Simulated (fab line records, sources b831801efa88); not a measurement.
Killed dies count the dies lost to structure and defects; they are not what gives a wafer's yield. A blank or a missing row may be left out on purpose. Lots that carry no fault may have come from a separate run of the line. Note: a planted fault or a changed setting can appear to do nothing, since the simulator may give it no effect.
A lot that was struck, set against a sound lot || flow sky130 || 32 steps out of a route of 708
Sound: wafers L309.3, L309.5, L309.6. Wafers L317.1, L317.2, L317.3 were the ones struck. Last of all comes the cause.
For every step that has rows: the tool of each side, followed by ch and its chambers, followed by its first start. Under that, the readings that differ: sound wafers || struck wafers || difference of the means || sigmas: that difference in standard deviations of wafers without a fault.
alike: words and numbers the same on both sides, and readings whose means are apart by under 2 such deviations; not compared: readings that were withheld, readings missing a value for some wafer, numbers with overlapping values and no deviation given by the record, and bounds like >300 which may hide the same value.
Wherever a step has rows on one side only, a row that says differs or no value, or a row with sigmas, the two part there. Numbers that don't overlap but have no deviation are shown without sigmas and don't part them. Lack of a reading on every wafer of one side parts them only where that side has two or more wafers.

SKY_PWDE_OVL_MEAS_07:
  sound on overlay-02 at day 6 17:09; struck on overlay-01 at day 8 17:04
  alike: PWDE_OVL
then, 1 step without rows for these wafers: SKY_PWDE_IMPLANT_08.
SKY_PWDE_STRIP_09: strips in O2/N2.
  sound on plasmaAsher-01 ch 0,1, day 6 17:22; struck on plasmaAsher-02 ch 0,1, day 8 17:15
  alike: drypumpMotorCurrentA, oesProductAu, stripTimeToEndpointS
  not compared: rfHoursCounterH
SKY_PWDE_TW_MEAS_10:
  sound on filmMetro-04 at day 6 17:26; struck on filmMetro-02 at day 8 17:21
  alike: PWDE_TW
then, 7 steps without rows for these wafers: SKY_NWELL_DEHYDRATE_03 (time 60 s); SKY_NWELL_HMDS_04 (prime time 60 s); SKY_NWELL_COAT_05 (resist thk 3000 nm); SKY_NWELL_SOFTBAKE_06; SKY_NWELL_EXPOSE_07 (exposes mask NWM, target cd 840 nm); SKY_NWELL_PEB_08; SKY_NWELL_DEVELOP_09 (develop time 60 s).
SKY_NWELL_OVL_MEAS_10:
  sound on overlay-02 at day 7 12:42; struck on overlay-02 at day 9 14:28
  alike: NWELL_00_OVL
SKY_NWELL_IMPLANT_11:
  sound on implanter-04 ch 0, day 7 12:46; struck on implanter-04 ch 0, day 9 14:29
{"reading": "beamEnergyKeV", "sound": "399.96 400.20 400.14", "struck": "349.96 349.97 349.99", "difference": -50.13, "sigmas": "-99 or more"}
{"reading": "model.implant.rpNm (nm)", "sound": "488.2 488.2 488.2", "struck": "457.2 457.2 457.2", "difference": -31.0, "sigmas": ""}
{"reading": "model.implant.drpNm (nm)", "sound": "116.9 116.9 116.9", "struck": "108.8 108.8 108.8", "difference": -8.1, "sigmas": ""}
then, 2 steps without rows for these wafers: SKY_NWELL_IMPLANT_12; SKY_NWELL_IMPLANT_13.
SKY_NWELL_STRIP_14: strips in O2/N2.
  sound on plasmaAsher-04 ch 0,1, day 7 13:13; struck on plasmaAsher-03 ch 0,1, day 9 14:56
  alike: drypumpMotorCurrentA, oesProductAu, stripTimeToEndpointS
  not compared: rfHoursCounterH
SKY_NWELL_TW_MEAS_15:
  sound on filmMetro-04 at day 7 13:17; struck on filmMetro-04 at day 9 15:02
  alike: NWELL_TW
then, 7 steps without rows for these wafers: SKY_NWELL_DEHYDRATE_16 (time 60 s); SKY_NWELL_HMDS_17 (prime time 60 s); SKY_NWELL_COAT_18 (resist thk 3000 nm); SKY_NWELL_SOFTBAKE_19; SKY_NWELL_EXPOSE_20 (exposes mask NWM COMPLEMENT, target cd 840 nm); SKY_NWELL_PEB_21; SKY_NWELL_DEVELOP_22 (develop time 60 s).
SKY_NWELL_OVL_MEAS_23:
  sound on overlay-01 at day 8 09:24; struck on overlay-01 at day 10 12:29
  alike: NWELL_01_OVL
then, 1 step without rows for these wafers: SKY_NWELL_IMPLANT_24.
SKY_NWELL_STRIP_25: strips in O2/N2.
  sound on plasmaAsher-01 ch 0,1, day 8 09:37; struck on plasmaAsher-03 ch 0,1, day 10 12:40
  alike: drypumpMotorCurrentA, oesProductAu, stripTimeToEndpointS
  not compared: rfHoursCounterH
SKY_NWELL_TW_MEAS_26:
  sound on filmMetro-02 at day 8 09:41; struck on filmMetro-02 at day 10 12:46
  alike: NWELL_2_TW
then, 1 step without rows for these wafers: SKY_NWELL_CLEAN_27 (cleans in SC1/SC2, time 150 s).
SKY_NWELL_RTA_28: time 30 s.
  sound on rtpAnneal-01 ch 0, day 8 09:49; struck on rtpAnneal-01 ch 0, day 10 12:53
  alike: lampPowerPct, rampUpCPerS, wafer_temp_C_max
SKY_NWELL_RS_MEAS_29: measurement is done with a four-point probe.
  sound on filmMetro-02 at day 8 09:55; struck on filmMetro-03 at day 10 12:59
{"reading": "NWELL_RS (ohm/sq)", "sound": "624.6 624.8 624.3", "struck": "646.8 645.7 646.9", "difference": "+21.9", "sigmas": "+13"}
-- the record jumps here: 40 days lie between the struck wafers' starts before and after (it left off in module NWELL and takes up again in module PAD_OPEN, whose first step shown is number 708 of the route) --
SKY_PAD_OPEN_PROBE_99:
  sound on prober-02 at day 48 23:32; struck on prober-02 at day 50 12:38
{"reading": "model.etest.pfet_16v.rOnOhmUm", "sound": "1.514e+04 1.531e+04 1.521e+04", "struck": "1.563e+04 1.582e+04 1.579e+04", "difference": "+5.267e+02", "sigmas": ""}
{"reading": "model.etest.resNwell.lineOhmUm", "sound": "1160 1170 1158", "struck": "1364 1373 1367", "difference": "+205", "sigmas": ""}
{"reading": "model.etest.nfet_16v.rOnOhmUm", "sound": "1.406e+04 1.41e+04 1.404e+04", "struck": "1.38e+04 1.394e+04 1.395e+04", "difference": -1.70e+02, "sigmas": ""}
{"reading": "model.etest.resNwell.rsOhmSq", "sound": "972.3 988 984.5", "struck": "1128 1129 1128", "difference": "+147", "sigmas": ""}
{"reading": "model.etest.pfetG5v0d10v5.rOnOhmUm", "sound": "4792 4778 4762", "struck": "4814 4844 4844", "difference": "+57", "sigmas": ""}
{"reading": "model.etest.tip_p_5v.rsOhmSq", "sound": "2888 2886 2895", "struck": "2946 2940 2897", "difference": "+38", "sigmas": ""}
{"reading": "model.etest.resIsoPwell.widthNm (nm)", "sound": "2653 2647 2654", "struck": "2671 2662 2668", "difference": "+16", "sigmas": ""}
{"reading": "model.etest.resNwell.widthNm (nm)", "sound": "836.5 838.6 842.2", "struck": "820.2 824.9 824.9", "difference": -15.8, "sigmas": ""}
  alike: killed_at_M0_to_M3, killed_at_M4_up, killedAtContacts, killedAtFrontEnd, killedAtOther, killedDies, killedOpen, killedShort

## WHERE THEY PART
At SKY_NWELL_IMPLANT_11 first; at SKY_NWELL_RS_MEAS_29 last (within this record only). Later steps at which nothing parts them and some readings are alike: SKY_PAD_OPEN_PROBE_99.

WHY: whatever the simulator had introduced
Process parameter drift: implanter-04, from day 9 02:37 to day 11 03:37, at SKY_NWELL_IMPLANT_11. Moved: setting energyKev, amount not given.
